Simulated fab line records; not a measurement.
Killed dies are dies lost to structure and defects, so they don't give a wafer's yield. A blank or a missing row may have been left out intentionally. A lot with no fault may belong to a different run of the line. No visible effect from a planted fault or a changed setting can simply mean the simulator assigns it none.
Struck lot and sound lot, side by side / flow sky130 / 21 steps out of a route of 708
Sound: wafers L904.3, L904.4, L904.6. The struck wafers were L899.1, L899.3, L899.5. The cause is named last.
Each step with rows lists, per side, the tool, then ch with its chambers, then its first start. Under that, the readings that differ: sound wafers / struck wafers / difference of the means / sigmas: that difference in standard deviations of wafers without a fault.
alike: same words and numbers on both sides, and readings whose means sit less than 2 such deviations apart. not compared: any withheld reading, any reading some wafer has no value for, any bound like >300 that may hide the same value, and any number with overlapping values for which the record gives no deviation.
Wherever a step has rows on one side only, a row that says differs or no value, or a row with sigmas, the two part there. Numbers that don't overlap but have no deviation are shown without sigmas and don't part them. A reading that every wafer of one side lacks parts them only if that side has two wafers or more.

first, 1 step without rows for these wafers: SKY_RES_XHIGH_IMPLANT_07.
SKY_RES_XHIGH_STRIP_08: strips in O2/N2.
  sound on plasmaAsher-02 ch 0,1, day 32 03:11; struck on plasmaAsher-01 ch 0,1, day 30 12:20
  alike: drypumpMotorCurrentA, oesProductAu, stripTimeToEndpointS
  not compared: rfHoursCounterH
SKY_RES_XHIGH_TW_MEAS_09:
  struck on filmMetro-03, day 30 12:26; sound on filmMetro-02, day 32 03:16
  alike: RES_XHIGH_TW
then, 7 steps without rows for these wafers: SKY_SD_N_DEHYDRATE_00 (time 60 s); SKY_SD_N_HMDS_01 (prime time 60 s); SKY_SD_N_COAT_02 (resist thk 1140 nm); SKY_SD_N_SOFTBAKE_03 (time 60 s); SKY_SD_N_EXPOSE_04 (exposes mask NSDM, target cd 380 nm); SKY_SD_N_PEB_05; SKY_SD_N_DEVELOP_06 (develop time 60 s).
SKY_SD_N_CD_MEAS_07 targets a cd of 380 nm.
  struck on cdSem-02, day 31 15:22; sound on cdSem-02, day 33 04:46
reading=cdNm (nm); sound=372.2 373.7 371.3; struck=378.0 378.6 378.6; difference=+6.0; sigmas=+3
SKY_SD_N_OVL_MEAS_08:
  struck on overlay-02, day 31 15:29; sound on overlay-02, day 33 04:51
reading=SD_N_OVL (nm); sound=-1.1 0.0 -0.4; struck=-4.1 -5.0 -4.5; difference=-4.0; sigmas=-2
SKY_SD_N_IMPLANT_09:
  sound on implanter-02 ch 0, day 33 04:56; struck on implanter-03 ch 0, day 31 15:32
reading=beamEnergyKeV; sound=50.000 50.005 50.042; struck=53.190 53.178 53.198; difference=+3.173; sigmas=+99 or more
reading=model.implant.rpNm (nm); sound=31.7 31.7 31.7; struck=32.98 32.98 32.98; difference=+1.28; sigmas=
reading=model.implant.drpNm (nm); sound=14.11 14.11 14.11; struck=14.78 14.78 14.78; difference=+0.67; sigmas=
  alike: endStationPressureTorr
after that, 1 step had no rows for these wafers: SKY_SD_N_IMPLANT_10.
SKY_SD_N_STRIP_11: strips in O2/N2.
  sound on plasmaAsher-01 ch 0,1, day 33 05:13; struck on plasmaAsher-01 ch 0,1, day 31 15:50
reading=stripTimeToEndpointS (s); sound=22.52 22.53 22.54; struck=23.06 23.02 23.09; difference=+0.53; sigmas=+11
  alike: drypumpMotorCurrentA, oesProductAu
  not compared: rfHoursCounterH
SKY_SD_N_TW_MEAS_12:
  struck on filmMetro-04, day 31 15:56; sound on filmMetro-02, day 33 05:18
  alike: SD_N_TW
then, 1 step without rows for these wafers: SKY_SD_N_CLEAN_13 (cleans in SC1/SC2, time 150 s).
SKY_SD_N_RTA_14: time 2 s.
  sound on rtpAnneal-01 ch 0, day 33 05:24; struck on rtpAnneal-02 ch 0, day 31 16:03
  alike: lampPowerPct, wafer_temp_C_max
SKY_SD_N_RS_MEAS_16: uses a four-point probe to measure.
  struck on filmMetro-02, day 31 16:13; sound on filmMetro-02, day 33 05:36
reading=SD_N_RS (ohm/sq); sound=68.80 68.68 68.74; struck=66.32 66.27 66.41; difference=-2.41; sigmas=-20
SKY_SD_N_RS_MEAS_17: uses a four-point probe to measure.
  struck on filmMetro-02, day 31 16:20; sound on filmMetro-02, day 33 05:43
  alike: SD_P_RS
-- a jump in the record: the struck wafers' starts before and after are 17 days apart (it breaks off in module SD_N and resumes in module PAD_OPEN, where the first step shown is number 708 of the route) --
SKY_PAD_OPEN_PROBE_99:
  struck on prober-01, day 48 10:52; sound on prober-02, day 49 17:30
reading=model.etest.resNdiff.rsOhmSq; sound=122.2 122.1 122.1; struck=117.6 119.2 119.6; difference=-3.3; sigmas=
reading=model.etest.resNdiffHv.rsOhmSq; sound=115.6 115.4 114.8; struck=111.9 112.6 111.6; difference=-3.2; sigmas=
  alike: killed_at_M0_to_M3, killed_at_M4_up, killedAtContacts, killedAtFrontEnd, killedAtOther, killedDies, killedOpen, killedShort

== WHERE THEY PART ==
At SKY_SD_N_CD_MEAS_07 first; at SKY_SD_N_RS_MEAS_16 last (within this record only). Later steps at which nothing parts them and some readings are alike: SKY_SD_N_RS_MEAS_17, SKY_PAD_OPEN_PROBE_99.

WHY: whatever the simulator had introduced
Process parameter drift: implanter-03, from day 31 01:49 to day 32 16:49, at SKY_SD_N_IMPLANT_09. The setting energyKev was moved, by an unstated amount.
